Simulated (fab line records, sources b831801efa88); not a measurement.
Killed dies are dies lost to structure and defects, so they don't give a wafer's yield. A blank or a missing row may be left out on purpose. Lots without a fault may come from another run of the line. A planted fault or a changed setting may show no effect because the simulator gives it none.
Which tool did it? | flow sky130 | 14 lots, 42 wafers sampled, at 3 steps of a route of 708

WHAT THE GAUGES READ, wafer by wafer
SKY_VT_ADJUST_HVTR_TW_MEAS_11.
lot  | measured     | on            | VT_ADJUST_HVTR_TW
L318 | day 9 05:55  | film_metro-02 | 207.9 209.2 209.7
L319 | day 9 12:04  | film_metro-01 | 212.0 212.4 211.7
L321 | day 10 03:13 | film_metro-02 | 211.0 211.0 210.6
L322 | day 10 10:53 | film_metro-02 | 209.5 211.5 210.6
L324 | day 11 04:50 | film_metro-02 | 210.7 209.2 209.7
L329 | day 12 14:13 | film_metro-04 | 211.4 212.7 212.2
L333 | day 14 00:35 | film_metro-04 | 211.2 211.6 212.5
L334 | day 14 10:23 | film_metro-02 | 210.5 211.4 211.7
L336 | day 15 10:08 | film_metro-02 | 210.5 209.8 210.0
L335 | day 15 11:22 | film_metro-02 | 211.8 211.4 210.8
L337 | day 15 14:22 | film_metro-04 | 211.0 211.5 211.7
L338 | day 15 21:29 | film_metro-01 | 211.7 212.3 210.5
L340 | day 16 08:19 | film_metro-02 | 211.3 211.1 209.6
L341 | day 16 18:20 | film_metro-01 | 211.8 211.7 212.5

SKY_VT_ADJUST_PCH_OVL_MEAS_07.
lot  | measured     | on         | VT_ADJUST_PCH_OVL (nm)
L318 | day 10 03:36 | overlay-01 | -1.1 0.9 0.3
L319 | day 10 09:22 | overlay-02 | -0.8 -1.7 0.4
L321 | day 11 02:10 | overlay-02 | -0.3 -0.8 -1.4
L322 | day 11 08:53 | overlay-02 | -2.1 -1.0 -1.5
L324 | day 12 03:37 | overlay-02 | -0.3 -0.6 -0.4
L329 | day 13 14:49 | overlay-01 | 2.4 -0.8 2.1
L333 | day 15 02:49 | overlay-02 | -1.6 0.3 -1.0
L334 | day 15 13:16 | overlay-01 | 3.0 3.7 3.2
L336 | day 16 13:46 | overlay-01 | 1.7 0.0 2.2
L335 | day 16 15:12 | overlay-02 | -2.2 1.5 -0.1
L337 | day 16 18:51 | overlay-01 | 1.2 -0.6 0.2
L338 | day 17 01:40 | overlay-02 | -0.3 0.8 0.1
L340 | day 17 13:28 | overlay-01 | 0.7 1.0 -0.3
L341 | day 18 00:19 | overlay-01 | -1.6 -0.9 -0.4

SKY_SONOS_TUNNEL_CD_MEAS_07: target cd 410 nm.
lot  | measured     | on        | cd_nm (nm)
L318 | day 11 02:12 | cd_sem-01 | 410.0 409.5 409.2
L319 | day 11 08:15 | cd_sem-02 | 407.8 408.6 409.8
L321 | day 12 01:13 | cd_sem-02 | 410.1 406.6 408.6
L322 | day 12 08:32 | cd_sem-01 | 408.6 409.0 408.7
L324 | day 13 05:00 | cd_sem-01 | 409.7 410.6 411.3
L329 | day 14 17:12 | cd_sem-01 | 411.6 410.1 411.9
L333 | day 16 06:40 | cd_sem-02 | 406.7 405.9 407.2
L334 | day 16 17:44 | cd_sem-01 | 413.1 412.2 414.3
L336 | day 17 19:35 | cd_sem-02 | 410.9 411.0 412.4
L335 | day 17 21:10 | cd_sem-01 | 410.7 410.9 410.7
L337 | day 18 00:43 | cd_sem-02 | 407.0 410.0 407.8
L338 | day 18 07:40 | cd_sem-01 | 405.4 406.4 406.0
L340 | day 18 19:37 | cd_sem-01 | 406.1 406.4 405.2
L341 | day 19 08:46 | cd_sem-02 | 410.4 412.1 409.9

WHICH TOOL RAN EACH LOT (tool, then ch and the chambers of the sampled wafers, then the start)
The record holds no process step before these readings.

WHAT THE TOOLS THEMSELVES READ (means of the sampled wafers that have a number; where no wafer has one, the mark that the record gives instead)
The record holds no such reading with a usual standard deviation.

THE ANSWER, worked out from the rows above alone
Rule: what is usual is taken from the lots themselves. Put in order of their means at a reading, lots are off if they are a third of the lots or fewer, leave a main group of 4 or more, and stand apart from it by a gap of 3 or more times the standard deviation of the main group's means; of several such gaps the widest counts. A main group whose means are all the same, to the digits that the tables above print for the reading, isn't used. A lot without any number at a reading at which 4 lots or more have one is off too. The other lots that the step has rows for count as sound. The gauges are gone through in route order, then the tools' own readings, and for those a lot's mean is taken as printed above. The first step at which some lot is off is used, and at that step the reading that is off furthest; a lot without a number counts as furthest.
No lot is off at any reading shown: from this, nothing can be told.

WHAT THE SIMULATOR HAD PUT IN
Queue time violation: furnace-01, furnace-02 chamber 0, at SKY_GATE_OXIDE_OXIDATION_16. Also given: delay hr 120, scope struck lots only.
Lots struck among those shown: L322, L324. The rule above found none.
